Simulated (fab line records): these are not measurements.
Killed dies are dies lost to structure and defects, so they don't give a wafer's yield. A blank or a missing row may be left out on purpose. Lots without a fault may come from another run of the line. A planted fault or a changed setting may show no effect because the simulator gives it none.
Chamber matching    flow gf180mcu    cmp-02 running GF_STI_CMP_25: 4 sister chambers
The step polishes, stops on Si3N4, t overpolish 33 s, target thk 524.6 nm. 8 wafers are shown with their chamber, then 8 later ones without.

== WAFERS, EACH WITH ITS CHAMBER ==
wafer   chamber  motor_current_A (A)  time_to_endpoint_s (s)
L305.1  0        12.2                 136
L306.2  0        11.7                 131
L313.1  3        9.8                  121
L317.4  1        12.7                 116
L321.2  3        10.2                 123
L321.4  2        12.5                 124
L321.5  1        13.1                 125
L322.1  2        12.3                 126

== WAFERS WITH NO CHAMBER GIVEN ==
wafer   motor_current_A (A)  time_to_endpoint_s (s)
L322.5  12.7                 122
L322.6  12.4                 124
L324.3  12.0                 127
L324.4  11.7                 123
L324.5  11.2                 125
L325.1  12.9                 125
L325.4  11.2                 126
L325.5  12.2                 124

== CHAMBER TAKEN BY EACH ==
wafer   from the rows above           in truth
L322.5  can't be placed: 1 or 2       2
L322.6  can't be placed: 2 or 1       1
L324.3  can't be placed: 2 or 0       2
L324.4  can't be placed: 2 or 0 or 1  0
L324.5  can't be placed: 0 or 2 or 3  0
L325.1  can't be placed: 1 or 2       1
L325.4  can't be placed: 0 or 2 or 3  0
L325.5  can't be placed: 2 or 0 or 1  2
Placed correctly: 0 of 8. Can't be placed from these rows: 8 (the true chamber is among the candidates in 8). Number placed wrongly: 0.
How it was worked out, from the rows above alone: a wafer's distance from a chamber is the root of the sum, over the readings, of the square of ((its reading less the chamber's mean) divided by the reading's scatter). The wafer belongs to the nearest chamber; if the next one is less than 2 further off, it can't be placed. The mean given for a chamber averages the wafers shown for that chamber. The scatter is the square root of a quotient: the sum, over the shown wafers, of each reading's squared deviation from its chamber's mean, divided by wafers minus chambers.
